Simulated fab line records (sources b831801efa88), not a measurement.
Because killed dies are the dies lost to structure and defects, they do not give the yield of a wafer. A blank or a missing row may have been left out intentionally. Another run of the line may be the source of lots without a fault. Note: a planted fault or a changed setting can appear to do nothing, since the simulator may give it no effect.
The same fault as seen by 2 desks | flow gf180mcu | each desk has only its own numbers; what lay behind them comes last
Where a reading is given only as a bound, like >300, the bound stands for it, and a mean or a difference that rests on one is marked > or <: the true number lies beyond.

## FOR THE TOOL OWNER'S DESK: pvd sputter-01
The tool's own readings at GF_MIM_SPUTTER_08 (material AlCu, target thk 200 nm, time 10.6 s): means of the sampled wafers that have a number, for each lot that ran on this tool. The brackets show how far a lot's mean lies from the usual mean; more than 4 standard deviations puts the lot out of limits, marked OUT.
Columns: A = cathode dc power W at GF_MIM_SPUTTER_08, usual 10600 W; B = chamber pressure pa at GF_MIM_SPUTTER_08, usual 0.4001 Pa; C = throttle valve pct at GF_MIM_SPUTTER_08, usual 29.9 %
lot  | first seen here | A     | B      | C
L513 | day 25 05:20    | 10600 | 0.4000 | 29.3
L515 | day 25 15:42    | 10602 | 0.3998 | 30.2
L527 | day 29 16:34    | 10600 | 0.4007 | 29.6
L532 | day 31 03:58    | 10600 | 0.4000 | 30.5
L533 | day 31 22:51    | 10599 | 0.4011 | 29.2
This desk's verdict: no lot among the 5 shows anything out of limits.

## AT THE METROLOGY DESK
Lot by lot, what the gauges showed, no matter which tool ran the lot: averages of those sampled wafers that carry a number. The brackets show how far a lot's mean lies from the usual mean; more than 4 standard deviations puts the lot out of limits, marked OUT.
Columns: A = cd nm at GF_M4_CD_MEAS_14, usual 279.7 nm; B = MIM_ALCU_RS at GF_MIM_RS_MEAS_10, usual 0.1601 ohm/sq; C = MIM_ALCU_THK at GF_MIM_THK_MEAS_11, usual 199.4 nm
lot  | first seen here | A     | B                        | C
L513 | day 24 04:08    | 279.8 | 0.1581                   | 202.6
L515 | day 24 15:31    | 280.6 | 0.1581                   | 200.9
L516 | day 25 05:18    | 280.0 | 0.1601                   | 199.7
L518 | day 26 05:30    | 281.6 | 9.5283 (+99 or more) OUT | <0.3 (<-83) OUT
L519 | day 27 00:46    | 279.2 | 9.3788 (+99 or more) OUT | <0.3 (<-83) OUT
L521 | day 27 05:43    | 280.1 | 9.4313 (+99 or more) OUT | <0.3 (<-83) OUT
L524 | day 28 04:43    | 278.5 | 0.1615                   | 196.9
L527 | day 28 18:20    | 279.3 | 0.1598                   | 199.8
L532 | day 30 06:58    | 280.0 | 0.1615                   | 197.3
L533 | day 31 02:17    | 279.8 | 0.1626                   | 196.2
This desk reports L518, L519, L521 out of limits; the earliest was L518 at day 27 04:42 (MIM_ALCU_RS at GF_MIM_RS_MEAS_10). In limits: L513, L515, L516, L524, L527, L532, L533.

## PUT TOGETHER
At day 27 04:42 the metrology desk could have sounded an alarm, on L518, L519, L521.
The desk of the tool owner found nothing out of limits.
The tool owner's desk has no number on record for L518, L519, L521.
Every lot named ran GF_MIM_SPUTTER_08 on pvd sputter-01.

## WHAT THE SIMULATOR PUT IN
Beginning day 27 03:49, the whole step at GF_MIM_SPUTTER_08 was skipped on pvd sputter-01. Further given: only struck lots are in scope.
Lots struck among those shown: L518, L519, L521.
Hours from the fault's start to each desk's first reading out of limits: the metrology desk, 1.
